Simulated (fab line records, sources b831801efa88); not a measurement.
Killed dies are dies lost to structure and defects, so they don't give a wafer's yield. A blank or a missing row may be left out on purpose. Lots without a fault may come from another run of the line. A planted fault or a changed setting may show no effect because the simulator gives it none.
One fault seen from 2 desks | flow gf180mcu | each desk has only its own numbers; what lay behind them comes last

THE TOOL OWNER'S DESK: pvd_sputter-04
The tool's own readings at GF_MIM_SPUTTER_08 (material AlCu, target thk 200 nm, time 10.6 s): means of the sampled wafers that have a number, for each lot that ran on this tool. A lot is out of limits, marked OUT, if its mean lies more than 4 standard deviations from the usual mean; the brackets give that distance.
Columns: A = cathode_dc_power_W at GF_MIM_SPUTTER_08, usual 10600 W; B = throttle_valve_pct at GF_MIM_SPUTTER_08, usual 29.8 %
lot  | first seen here | A     | B
L547 | day 25 02:12    | 10600 | 29.1
L552 | day 26 15:39    | 10602 | 29.9
L554 | day 27 09:16    | 10600 | 28.8
L566 | day 30 18:31    | 10600 | 28.8
L565 | day 30 20:38    | 10600 | 28.8
L567 | day 30 22:11    | 10601 | 28.6
L569 | day 31 12:14    | 10602 | 29.3
This desk's finding: nothing out of limits on any of the 7 lots.

THE METROLOGY DESK
What the gauges read, lot by lot, whatever tool the lot ran on: means of the sampled wafers that have a number. A lot is out of limits, marked OUT, if its mean lies more than 4 standard deviations from the usual mean; the brackets give that distance.
Columns: A = MIM_ALCU_RS at GF_MIM_RS_MEAS_10, usual 0.1609 ohm/sq; B = MIM_ALCU_THK at GF_MIM_THK_MEAS_11, usual 199.3 nm; C = M5_OVL at GF_M5_OVL_MEAS_08, usual -2 nm
lot  | first seen here | A      | B     | C
L547 | day 25 02:18    | 0.1633 | 197.8 | 2
L552 | day 26 15:44    | 0.1532 | 208.7 | 0
L554 | day 27 09:19    | 0.1557 | 205.7 | 3
L555 | day 27 12:10    | 0.1592 | 200.7 | -6
L562 | day 29 17:26    | 0.1578 | 203.7 | -7
L564 | day 30 06:26    | 0.1617 | 197.7 | -7
L566 | day 30 18:35    | 0.1603 | 200.0 | -3
L565 | day 30 20:44    | 0.1632 | 196.2 | -1
L567 | day 30 22:15    | 0.1620 | 198.7 | -4
L569 | day 31 12:18    | 0.1634 | 195.2 | -4
This desk's finding: nothing out of limits on any of the 10 lots.

PUT TOGETHER
The tool owner's desk saw nothing out of limits.
The metrology desk saw nothing out of limits.

WHAT THE SIMULATOR HAD PUT IN
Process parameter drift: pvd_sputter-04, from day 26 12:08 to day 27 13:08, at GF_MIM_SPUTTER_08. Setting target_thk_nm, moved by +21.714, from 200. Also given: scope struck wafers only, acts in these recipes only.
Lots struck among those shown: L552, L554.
